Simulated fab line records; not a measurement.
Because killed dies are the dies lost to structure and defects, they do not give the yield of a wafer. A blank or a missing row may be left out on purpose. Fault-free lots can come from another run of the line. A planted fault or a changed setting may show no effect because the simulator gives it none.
Split-lot trial	flow gf180mcu	route with 602 steps; 5 lots, 23 wafers read

== ABOUT THE SPLIT ==
At GF_V5_CVD_23 (deposits W, target thk 350 nm, time 104.9 s), the setting pressure_torr was moved away from the recipe's 40 Torr on 10 of the 23 wafers read, by -7.7% to +6.9%. This setting was run at the recipe's value on the other wafers.

The reading comes from the split's own step.

== THE READING ==
W_of_V5_CVD_23.thk_nm (the simulator's own value, which no gauge read), in nm, at GF_V5_CVD_23 (deposits W, target thk 350 nm, time 104.9 s). The file does not state a usual value for it. Across the 13 wafers here that went through the recipe, the average is 350.7 nm and the standard deviation 3.9 nm.

wafer	tool, chamber at the split	pressure_torr as run, Torr	against the recipe	W_of_V5_CVD_23.thk_nm, nm	against lot-mates on the recipe
L075.1	cvd_w-02, 0	40	recipe	346.4	-
L075.4	cvd_w-02, 0	40	recipe	346.5	-
L075.6	cvd_w-02, 0	40	recipe	345.1	-
L077.1	cvd_w-01, 1	36.91	-7.7%	337.8	no lot-mate on the recipe
L077.2	cvd_w-01, 0	36.91	-7.7%	336.5	no lot-mate on the recipe
L077.3	cvd_w-01, 1	36.91	-7.7%	340.3	no lot-mate on the recipe
L077.5	cvd_w-01, 0	36.91	-7.7%	337.2	no lot-mate on the recipe
L077.6	cvd_w-01, 1	36.91	-7.7%	341.2	no lot-mate on the recipe
L078.1	cvd_w-02, 1	40	recipe	355.7	-
L078.2	cvd_w-02, 0	40	recipe	351.1	-
L078.3	cvd_w-02, 0	40	recipe	347	-
L078.4	cvd_w-02, 1	40	recipe	356.2	-
L078.6	cvd_w-02, 0	40	recipe	350.9	-
L079.1	cvd_w-01, 0	42.75	+6.9%	362.2	no lot-mate on the recipe
L079.2	cvd_w-01, 1	42.75	+6.9%	361.7	no lot-mate on the recipe
L079.3	cvd_w-01, 0	42.75	+6.9%	360.5	no lot-mate on the recipe
L079.4	cvd_w-01, 1	42.75	+6.9%	364.1	no lot-mate on the recipe
L079.5	cvd_w-01, 0	42.75	+6.9%	359.4	no lot-mate on the recipe
L083.2	cvd_w-01, 0	40	recipe	351.6	-
L083.3	cvd_w-01, 0	40	recipe	357.2	-
L083.4	cvd_w-01, 1	40	recipe	348.3	-
L083.5	cvd_w-01, 0	40	recipe	353.8	-
L083.6	cvd_w-01, 1	40	recipe	349	-

FIT RESULTS
A straight line over all 23 wafers: W_of_V5_CVD_23.thk_nm changes by +1.57 nm for each +1% of pressure_torr; r = +0.92; the points scatter about the line by 3.3 nm.
Too few moved wafers have a lot-mate on the recipe to fit a line with each lot's own level taken away.

== THE FILE'S OWN FIT ==
W_of_V5_CVD_23.thk_nm changes by +1.57 nm for each +1% of pressure_torr, r = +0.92.
